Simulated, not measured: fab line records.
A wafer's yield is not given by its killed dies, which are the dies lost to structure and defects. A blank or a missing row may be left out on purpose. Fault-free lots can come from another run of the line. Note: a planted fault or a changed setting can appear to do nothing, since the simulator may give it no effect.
Which of the tools did it?    flow sky130    6 lots with 18 wafers sampled at 3 steps, on a route of 708 steps

== WHAT EACH GAUGE READ, for each wafer ==
SKY_VT_ADJUST_LVTN_TW_MEAS_21.
lot   measured      on            VT_ADJUST_LVTN_2_TW
L588  day 8 02:25   filmMetro-02  187.6 187.5 186.9
L590  day 8 12:35   filmMetro-02  186.7 186.6 186.7
L592  day 9 04:19   filmMetro-02  186.5 185.7 185.7
L594  day 9 15:47   filmMetro-03  188.2 188.1 186.5
L598  day 10 16:39  filmMetro-01  286.9 287.9 286.5 288.0 286.7 287.5
L600  day 11 08:23  filmMetro-01  286.1 286.6 287.4 285.8 286.4 286.5

== WHAT TOOL EACH LOT RAN ON (gives the tool, then ch and the chambers of the sampled wafers, and finally the start) ==
lot   SKY_FIELD_ISO_CMP_27          SKY_VT_ADJUST_LVTN_IMPLANT_19
L588  cmp-02 ch 1,2, day 2 15:08    implanter-02 ch 0, day 8 02:10
L590  cmp-02 ch 1,2,3, day 3 01:07  implanter-02 ch 0, day 8 12:20
L592  cmp-01 ch 0,2, day 3 13:28    implanter-02 ch 0, day 9 04:06
L594  cmp-01 ch 1,2,3, day 3 22:52  implanter-04 ch 0, day 9 15:32
L598  cmp-01 ch 0,1, day 4 18:58    implanter-04 ch 0, day 10 16:24
L600  cmp-01 ch 1,2,3, day 5 05:52  implanter-04 ch 0, day 11 08:08
- SKY_FIELD_ISO_CMP_27: polishes, stops on Si3N4, t overpolish 16 s, target thk 457.8 nm.
- SKY_VT_ADJUST_LVTN_IMPLANT_19

== THE ANSWER, worked out from the rows above alone ==
Rule: what is usual is taken from the lots themselves. Put in order of their means at a reading, lots are off if they are a third of the lots or fewer, leave a main group of 4 or more, and stand apart from it by a gap of 3 or more times the standard deviation of the main group's means; of several such gaps the widest counts. Not used: any main group whose means are identical at the precision the tables above print for the reading. Also off: a lot with no number at a reading for which 4 or more lots have one. The other lots that the step has rows for count as sound.
Off: L598, L600, at SKY_VT_ADJUST_LVTN_TW_MEAS_21 (VT_ADJUST_LVTN_2_TW). Main group: mean 186.9, sd 0.63.
A tool fits if, at a process step before that reading, it ran every lot that is off, and no sound lot after the first of them. Gauges at SKY_VT_ADJUST_LVTN_TW_MEAS_21: tried the same way as those tools. Can't be told from this: 3 tools fit, cmp-01 at SKY_FIELD_ISO_CMP_27, implanter-04 at SKY_VT_ADJUST_LVTN_IMPLANT_19, filmMetro-01 at SKY_VT_ADJUST_LVTN_TW_MEAS_21.

== WHAT THE SIMULATOR HAD INSERTED ==
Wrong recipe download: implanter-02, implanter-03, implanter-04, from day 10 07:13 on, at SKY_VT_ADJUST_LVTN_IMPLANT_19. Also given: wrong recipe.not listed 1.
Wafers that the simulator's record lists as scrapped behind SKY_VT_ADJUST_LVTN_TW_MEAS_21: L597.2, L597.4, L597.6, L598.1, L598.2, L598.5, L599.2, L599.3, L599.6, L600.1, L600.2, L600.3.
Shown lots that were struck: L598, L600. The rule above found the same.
